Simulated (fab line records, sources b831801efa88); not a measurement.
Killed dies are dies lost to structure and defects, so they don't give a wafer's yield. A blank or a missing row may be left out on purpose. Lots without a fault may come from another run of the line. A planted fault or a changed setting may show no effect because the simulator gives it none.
Chamber matching | flow gf180mcu | GF_POLY_GATE_ETCH_13 on rie_si-01: 4 sister chambers
The step etches poly-Si in HBr/Cl2, stops on SiO2, target depth 198.5 nm, time 69.6 s. 18 wafers are shown with their chamber, then 9 later ones without.

WAFERS WITH THEIR CHAMBER
wafer  | chamber | drypump_motor_current_A (A) | oes_product_au (a.u.) | run_length_s (s)
L463.2 | 1       | 5.89                        | 1.005                 | 98.2
L463.3 | 3       | 6.36                        | 0.994                 | 97.5
L463.4 | 2       | 6.01                        | 0.993                 | 98.8
L474.1 | 3       | 6.32                        | 0.993                 | 97.8
L474.3 | 0       | 5.68                        | 0.991                 | 97.8
L474.4 | 2       | 6.00                        | 0.997                 | 98.5
L476.2 | 2       | 5.95                        | 0.989                 | 98.1
L476.3 | 3       | 6.32                        | 0.983                 | 97.8
L476.4 | 1       | 5.94                        | 1.000                 | 98.4
L477.1 | 0       | 5.67                        | 0.988                 | 98.0
L477.2 | 2       | 5.99                        | 0.993                 | 98.1
L477.6 | 2       | 6.00                        | 0.985                 | 98.7
L479.1 | 2       | 5.97                        | 0.978                 | 98.5
L479.2 | 0       | 5.70                        | 0.985                 | 98.4
L479.6 | 2       | 5.95                        | 0.987                 | 98.2
L481.1 | 2       | 5.98                        | 0.979                 | 98.1
L481.5 | 2       | 5.99                        | 0.982                 | 98.3
L481.6 | 3       | 6.34                        | 0.981                 | 97.5

SIGNATURES (means of the wafers above)
reading                 | chamber 0 | chamber 1 | chamber 2 | chamber 3 | scatter within a chamber
drypump_motor_current_A | 5.6833    | 5.9150    | 5.9822    | 6.3350    | 0.0217
oes_product_au          | 0.98800   | 1.00250   | 0.98700   | 0.98775   | 0.00607
run_length_s            | 98.067    | 98.300    | 98.367    | 97.650    | 0.25
Rule: a wafer's distance from a chamber is the root of the sum, over the readings, of the square of ((its reading less the chamber's mean) divided by the reading's scatter). The wafer belongs to the nearest chamber; if the next one is less than 2 further off, it can't be placed. The scatter: the root of (the sum of the squares of (reading less its chamber's mean) over the shown wafers, divided by (wafers less chambers)).

WAFERS WITHOUT THEIR CHAMBER
wafer  | drypump_motor_current_A (A) | oes_product_au (a.u.) | run_length_s (s)
L482.3 | 5.67                        | 0.994                 | 98.2
L482.4 | 5.66                        | 0.983                 | 97.8
L482.6 | 5.93                        | 0.981                 | 98.2
L484.1 | 5.67                        | 0.983                 | 97.8
L484.3 | 5.97                        | 0.983                 | 98.5
L484.5 | 5.92                        | 0.981                 | 98.2
L485.3 | 5.68                        | 0.989                 | 98.0
L485.4 | 6.01                        | 0.994                 | 98.2
L485.6 | 5.92                        | 0.983                 | 98.4

WHICH CHAMBER EACH WENT THROUGH
wafer  | from the rows above     | in truth
L482.3 | 0                       | 0
L482.4 | 0                       | 0
L482.6 | can't be placed: 2 or 1 | 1
L484.1 | 0                       | 0
L484.3 | 2                       | 2
L484.5 | can't be placed: 2 or 1 | 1
L485.3 | 0                       | 0
L485.4 | 2                       | 2
L485.6 | can't be placed: 2 or 1 | 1
Placed correctly: 6 of 9. Can't be placed from these rows: 3 (the true chamber is among the candidates in 3). Placed wrongly: 0.
